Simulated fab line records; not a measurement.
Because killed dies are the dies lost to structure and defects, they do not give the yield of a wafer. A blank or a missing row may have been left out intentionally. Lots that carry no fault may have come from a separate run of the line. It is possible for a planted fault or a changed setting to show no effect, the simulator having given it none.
2 desks, one fault	flow gf180mcu	numbers are kept per desk, each desk with only its own; the story behind them comes last

## FROM THE METROLOGY DESK
What the gauges read for every lot (on any tool): the sampled wafers with a number, averaged. Marked OUT: a lot whose mean sits more than 4 standard deviations from the usual mean, which makes it out of limits; the brackets give that distance.
Columns: A = cdNm at GF_HV_LDD_CD_MEAS_46, usual 399.4 nm; B = HV_LDD_03_OVL at GF_HV_LDD_OVL_MEAS_47, usual 0.2 nm; C = HV_LDD_4_TW at GF_HV_LDD_TW_MEAS_50, usual 567; D = HV_LDD_RS at GF_HV_LDD_RS_MEAS_53, usual 418.4 ohm/sq; E = HV_LDD_CVD_54_THK at GF_HV_LDD_THK_MEAS_55, usual 9.99 nm; F = HV_LDD_CVD_56_THK at GF_HV_LDD_THK_MEAS_57, usual 90.1 nm
lot	first seen here	A	B	C	D	E	F
L668	day 12 17:19	399.6	0.7	567	417.7	9.98	90.2
L671	day 13 14:12	396.5	0.4	563	418.2	9.83	89.9
L673	day 14 07:02	400.2	0.5	567	418.6	10.05	92.6
L682	day 17 12:54	399.9	1.1	565	418.7	9.99	90.3
L690	day 20 01:17	399.4	-2.3	561	417.5	10.01	91.8
Result from this desk: across the 5 lots, nothing is out of limits.

## THE TOOL OWNER'S DESK: lpcvd-02
The tool's own readings at GF_HV_LDD_CVD_56 (deposits Si3N4 from DCS/NH3, target thk 90 nm, time 1543 s): means of the sampled wafers that have a number, for each lot that ran on this tool. Marked OUT: a lot whose mean sits more than 4 standard deviations from the usual mean, which makes it out of limits; the brackets give that distance.
Columns: A = spikeTcUpperC at GF_HV_LDD_CVD_56, usual 770.6 C; B = susceptorTempC at GF_HV_LDD_CVD_56, usual 770.00 C
lot	first seen here	A	B
L668	day 12 19:09	769.8	770.20
L671	day 13 15:59	771.1	770.06
L673	day 14 08:48	773.6	772.20 (+7.9) OUT
This desk's verdict: out of limits on L673, starting with L673 at day 14 08:48 (susceptorTempC at GF_HV_LDD_CVD_56). In limits: L668, L671.

## PUT TOGETHER
The tool owner's desk had the chance to raise an alarm at day 14 08:48 on L673.
From the metrology desk's view, nothing was out of limits.
The metrology desk has L673 on record, within its limits.
Of the lots named, all ran GF_HV_LDD_CVD_56 on lpcvd-02.

## WHAT THE SIMULATOR PUT IN
lpcvd-02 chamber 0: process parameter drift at GF_HV_LDD_CVD_56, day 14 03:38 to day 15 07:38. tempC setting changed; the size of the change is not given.
Struck lots among those shown: L673.
How many hours passed from the start of the fault until each desk's first out-of-limits reading: the tool owner's desk, 5.
